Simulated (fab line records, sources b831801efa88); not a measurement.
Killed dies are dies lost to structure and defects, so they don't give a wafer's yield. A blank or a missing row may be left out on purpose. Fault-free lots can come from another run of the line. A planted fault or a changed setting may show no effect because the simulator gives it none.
A struck lot beside a sound one / flow sky130 / 18 steps out of a route of 708
Sound: these wafers, L251.1, L251.5, L251.6. Wafers L243.2, L243.3, L243.6 were the ones struck. The cause is given at the end.
Per side, at each step with rows, come the tool, then ch with its chambers, and then its first start. Under that, the readings that differ: sound wafers / struck wafers / difference of the means / sigmas: that difference in standard deviations of wafers without a fault.
alike: a reading whose means differ by less than 2 such deviations, as well as words and numbers matching on both sides. not compared: withheld readings; readings where some wafer has no value; bounds like >300 that might hide an equal value; numbers whose values overlap and for which the record gives no deviation.
Wherever a step has rows on one side only, a row that says differs or no value, or a row with sigmas, the two part there. Numbers that don't overlap but have no deviation are shown without sigmas and don't part them. Lack of a reading on every wafer of one side parts them only where that side has two or more wafers.

first, 3 steps without rows for these wafers: SKY_SONOS_ONO_WET_ETCH_18 (etches Si3N4 in H3PO4, target depth 15 nm, time 172 s); SKY_GATE_OXIDE_CLEAN_00 (cleans in SC1/SC2, time 150 s); SKY_GATE_OXIDE_OXIDATION_01 (stabilise 600 s, purge 300 s, target thk 10.268 nm).
SKY_GATE_OXIDE_THK_MEAS_02:
  sound on filmMetro-01, day 19 09:16; struck on filmMetro-02, day 16 23:29
  alike: GATE_OXIDE_OXIDATION_00_THK
then, 7 steps without rows for these wafers: SKY_GATE_OXIDE_DEHYDRATE_03 (time 60 s); SKY_GATE_OXIDE_HMDS_04 (prime time 60 s); SKY_GATE_OXIDE_COAT_05 (resist thk 1140 nm); SKY_GATE_OXIDE_SOFTBAKE_06 (time 60 s); SKY_GATE_OXIDE_EXPOSE_07 (exposes mask LVOM, target cd 600 nm); SKY_GATE_OXIDE_PEB_08; SKY_GATE_OXIDE_DEVELOP_09 (develop time 60 s).
SKY_GATE_OXIDE_OVL_MEAS_10:
  sound on overlay-01, day 20 17:02; struck on overlay-01, day 18 04:22
  alike: GATE_OXIDE_OVL
SKY_GATE_OXIDE_IMPLANT_11:
  sound on implanter-02 ch 0, day 20 17:04; struck on implanter-02 ch 0, day 18 04:25
reading=beamEnergyKeV; sound=9.998 9.998 9.998; struck=8.475 8.475 8.475; difference=-1.523; sigmas=-99 or more
reading=model.implant.rpNm (nm); sound=32.05 32.05 32.05; struck=28.94 28.94 28.94; difference=-3.11; sigmas=
reading=model.implant.drpNm (nm); sound=17.11 17.11 17.11; struck=15.24 15.24 15.24; difference=-1.87; sigmas=
then, 1 step without rows for these wafers: SKY_GATE_OXIDE_WET_ETCH_12 (etches SiO2 in dHF, target depth 16.8 nm, time 336 s).
SKY_GATE_OXIDE_STRIP_13: strips in O2/N2.
  sound on plasmaAsher-04 ch 0,1, day 20 17:19; struck on plasmaAsher-01 ch 1, day 18 04:38
  alike: drypumpMotorCurrentA, oesProductAu, stripTimeToEndpointS
  not compared: rfHoursCounterH
SKY_GATE_OXIDE_TW_MEAS_14:
  sound on filmMetro-02, day 20 17:25; struck on filmMetro-04, day 18 04:45
reading=GATE_OXIDE_TW; sound=224.6 225.7 226.0; struck=217.4 218.2 217.4; difference=-7.8; sigmas=-6
then, 1 step without rows for these wafers: SKY_GATE_OXIDE_CLEAN_15 (cleans in SC1/SC2, time 150 s).
-- a jump in the record: the struck wafers' starts before and after are 31 days apart (it breaks off in module GATE_OXIDE and resumes in module PAD_OPEN, where the first step shown is number 708 of the route) --
SKY_PAD_OPEN_PROBE_99:
  sound on prober-01, day 50 13:44; struck on prober-01, day 49 04:50
reading=model.etest.pfet_01v8_lvt.offLog10AUm; sound=-9.284 -9.283 -9.426; struck=-9.597 -9.728 -9.633; difference=-0.322; sigmas=
reading=model.etest.pfet_01v8_lvt.vtLongV (V); sound=-0.6701 -0.6711 -0.6739; struck=-0.6822 -0.6799 -0.6753; difference=-0.0074; sigmas=
reading=model.etest.nfet_01v8_lvt.vtLongV (V); sound=0.4434 0.4397 0.442; struck=0.4457 0.4485 0.4552; difference=+0.0081; sigmas=
reading=model.etest.pfet_01v8_lvt.bodyRiseV (V); sound=-0.2031 -0.2005 -0.2028; struck=-0.1944 -0.197 -0.1993; difference=+0.0052; sigmas=
  alike: killed_at_M0_to_M3, killed_at_M4_up, killedAtContacts, killedAtFrontEnd, killedAtOther, killedDies, killedOpen, killedShort
  not compared: model.etest.pfet_01v8_lvt.driveUaUm, model.etest.pfet_01v8_lvt.vtSatV, model.etest.pfet_01v8_lvt.vtV, model.etest.pfet_01v8.bodyRiseV

== WHERE THEY PART ==
First at SKY_GATE_OXIDE_IMPLANT_11; last, within this record, at SKY_GATE_OXIDE_TW_MEAS_14. Later steps at which nothing parts them and some readings are alike: SKY_PAD_OPEN_PROBE_99.

WHY: what the simulator had put in
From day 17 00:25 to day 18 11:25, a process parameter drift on implanter-02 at SKY_GATE_OXIDE_IMPLANT_11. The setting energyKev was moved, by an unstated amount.
